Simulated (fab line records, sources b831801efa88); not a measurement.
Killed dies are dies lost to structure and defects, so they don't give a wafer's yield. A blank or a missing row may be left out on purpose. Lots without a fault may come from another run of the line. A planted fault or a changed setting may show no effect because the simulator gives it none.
Which tool did it? | flow gf180mcu | 15 lots, 45 wafers sampled, at 4 steps of a route of 602

WHAT THE GAUGES READ, wafer by wafer
GF_V2_CD_MEAS_14: target cd 260 nm. Usual: cd_nm 260.4 nm, standard deviation 1.1.
lot  | measured     | on        | cd_nm (nm)        | flag
L276 | day 20 01:41 | cd_sem-01 | 260.8 260.6 260.6 |
L277 | day 21 04:50 | cd_sem-01 | 261.2 260.3 261.9 |
L278 | day 21 04:07 | cd_sem-02 | 259.4 259.1 259.3 |
L279 | day 21 13:25 | cd_sem-02 | 259.8 258.8 259.6 |
L282 | day 22 08:45 | cd_sem-01 | 262.1 260.9 261.5 |
L283 | day 23 00:44 | cd_sem-02 | 260.7 259.7 260.4 |
L286 | day 23 21:14 | cd_sem-01 | 260.4 259.5 260.8 |
L291 | day 25 14:40 | cd_sem-01 | 260.3 261.0 262.1 |
L295 | day 27 01:59 | cd_sem-01 | 262.4 261.8 261.1 |
L296 | day 27 05:34 | cd_sem-01 | 257.9 258.2 257.8 |
L297 | day 27 07:25 | cd_sem-01 | 259.9 260.0 260.9 |
L298 | day 27 12:28 | cd_sem-02 | 262.0 262.5 261.8 |

GF_V3_THK_MEAS_01. Usual: V3_CVD_00_THK 601 nm, standard deviation 6.
lot  | measured     | on            | V3_CVD_00_THK (nm) | flag
L276 | day 21 04:18 | film_metro-04 | 592 599 590        |
L277 | day 22 07:25 | film_metro-01 | 605 603 596        |
L278 | day 22 06:04 | film_metro-02 | 609 612 614        |
L279 | day 22 15:16 | film_metro-02 | 605 607 618        |
L282 | day 23 10:36 | film_metro-02 | 598 605 599        |
L283 | day 24 01:46 | film_metro-02 | 594 599 600        |
L286 | day 24 22:25 | film_metro-04 | 592 593 593        |
L291 | day 26 14:44 | film_metro-04 | 593 584 598        |
L295 | day 28 00:57 | film_metro-04 | 602 598 596        |
L296 | day 28 04:19 | film_metro-04 | 615 609 603        |
L297 | day 28 05:59 | film_metro-01 | 598 602 605        |
L298 | day 28 10:30 | film_metro-04 | 596 603 596        |

WHICH TOOL RAN EACH LOT (tool, then ch and the chambers of the sampled wafers, then the start)
lot  | GF_LVPWELL_STRIP_10                 | GF_VT_IMPLANT_EXPOSE_04
L276 | plasma_asher-04 ch 0,1, day 3 19:10 | iline_stepper-01 ch 0, day 5 06:12
L277 | plasma_asher-02 ch 0,1, day 4 06:16 | iline_stepper-01 ch 0, day 5 18:16
L278 | plasma_asher-04 ch 0,1, day 4 09:00 | iline_stepper-01 ch 0, day 5 21:29
L279 | plasma_asher-02 ch 0,1, day 4 17:32 | iline_stepper-01 ch 0, day 6 05:28
L282 | plasma_asher-04 ch 0,1, day 5 08:21 | iline_stepper-02 ch 0, day 6 22:14
L283 | plasma_asher-02 ch 0,1, day 5 12:31 | iline_stepper-01 ch 0, day 7 02:49
L286 | plasma_asher-03 ch 0,1, day 6 04:43 | iline_stepper-02 ch 0, day 7 20:29
L288 | plasma_asher-03 ch 0,1, day 6 17:59 | iline_stepper-02, day 8 10:04
L289 | plasma_asher-03 ch 1, day 6 22:39   | iline_stepper-01, day 8 14:44
L290 | plasma_asher-02 ch 0,1, day 7 01:52 | iline_stepper-01, day 8 19:25
L291 | plasma_asher-04 ch 0,1, day 7 09:11 | iline_stepper-01 ch 0, day 9 02:07
L295 | plasma_asher-04 ch 0,1, day 8 10:35 | iline_stepper-01 ch 0, day 10 06:44
L296 | plasma_asher-04 ch 0,1, day 8 13:26 | iline_stepper-01 ch 0, day 10 09:07
L297 | plasma_asher-03 ch 0,1, day 8 19:53 | iline_stepper-01 ch 0, day 10 15:40
L298 | plasma_asher-02 ch 0,1, day 9 00:13 | iline_stepper-01 ch 0, day 10 19:31
- GF_LVPWELL_STRIP_10: strips in O2/N2.
- GF_VT_IMPLANT_EXPOSE_04: exposes mask LVPWELL LV AREA, target cd 600 nm.

WHAT THE TOOLS THEMSELVES READ (means of the sampled wafers that have a number; where no wafer has one, the mark that the record gives instead)
GF_LVPWELL_STRIP_10. Usual: drypump_motor_current_A 5.4 A, standard deviation 0.62; heater_power_w 337 W, standard deviation 29; oes_product_au 0.722 a.u., standard deviation 0.0051; strip_time_to_endpoint_s 37.00 s, standard deviation 0.1.
lot  | tool            | drypump_motor_current_A (A) | heater_power_w (W) | oes_product_au (a.u.) | strip_time_to_endpoint_s (s) | flag
L276 | plasma_asher-04 | 6.0                         | 311                | 0.723                 | 37.00                        |
L277 | plasma_asher-02 | 5.5                         | 353                | 0.722                 | 36.85                        |
L278 | plasma_asher-04 | 6.0                         | 311                | 0.721                 | 37.00                        |
L279 | plasma_asher-02 | 5.5                         | 351                | 0.718                 | 36.94                        |
L282 | plasma_asher-04 | 6.0                         | 318                | 0.717                 | 36.98                        |
L283 | plasma_asher-02 | 5.5                         | 359                | 0.724                 | 37.12                        |
L286 | plasma_asher-03 | 5.0                         | 347                | 0.723                 | 36.96                        |
L288 | plasma_asher-03 | 5.0                         | 366                | 0.723                 | 36.91                        |
L289 | plasma_asher-03 | 5.0                         | 376                | 0.725                 | 37.16                        |
L290 | plasma_asher-02 | 5.5                         | 371                | 0.722                 | 36.84                        |
L291 | plasma_asher-04 | 6.0                         | 314                | 0.718                 | 36.98                        |
L295 | plasma_asher-04 | 6.0                         | 312                | 0.720                 | 37.13                        |
L296 | plasma_asher-04 | 6.0                         | 310                | 0.719                 | 37.00                        |
L297 | plasma_asher-03 | 5.0                         | 354                | 0.724                 | 37.01                        |
L298 | plasma_asher-02 | 5.6                         | 372                | 0.723                 | 36.96                        |

GF_VT_IMPLANT_EXPOSE_04. Usual: exposure_dose_mJ_cm2 140.00, standard deviation 0.14; focus_offset_nm 0.0 nm, standard deviation 0.53.
lot  | tool             | exposure_dose_mJ_cm2 | focus_offset_nm (nm) | flag
L276 | iline_stepper-01 | 140.04               | -0.3                 |
L277 | iline_stepper-01 | 140.03               | -0.7                 |
L278 | iline_stepper-01 | 140.08               | 0.0                  |
L279 | iline_stepper-01 | 139.96               | -0.4                 |
L282 | iline_stepper-02 | 140.15               | 0.1                  |
L283 | iline_stepper-01 | 139.91               | -0.3                 |
L286 | iline_stepper-02 | 140.05               | 0.2                  |
L288 | iline_stepper-02 | -                    | -                    | OFF
L289 | iline_stepper-01 | -                    | -                    | OFF
L290 | iline_stepper-01 | -                    | -                    | OFF
L291 | iline_stepper-01 | 139.97               | 0.6                  |
L295 | iline_stepper-01 | 139.81               | -0.2                 |
L296 | iline_stepper-01 | 140.15               | -0.3                 |
L297 | iline_stepper-01 | 139.96               | 0.6                  |
L298 | iline_stepper-01 | 139.98               | -0.7                 |

THE ANSWER, worked out from the rows above alone
Rule: a lot is off if the mean of its wafers that have a number lies more than 3 standard deviations from the usual mean. A lot without any number at a reading at which 4 lots or more have one is off too. The other lots that the step has rows for count as sound. The gauges are gone through in route order, then the tools' own readings, and for those a lot's mean is taken as printed above. The first step at which some lot is off is used, and at that step the reading that is off furthest; a lot without a number counts as furthest.
Off: L288, L289, L290, at GF_VT_IMPLANT_EXPOSE_04 (exposure_dose_mJ_cm2). Without a number there: L288, L289, L290.
A tool fits if, at that step or a process step before it, it ran every lot that is off, and no sound lot after the first of them. None of those tried fits.

WHAT THE SIMULATOR HAD PUT IN
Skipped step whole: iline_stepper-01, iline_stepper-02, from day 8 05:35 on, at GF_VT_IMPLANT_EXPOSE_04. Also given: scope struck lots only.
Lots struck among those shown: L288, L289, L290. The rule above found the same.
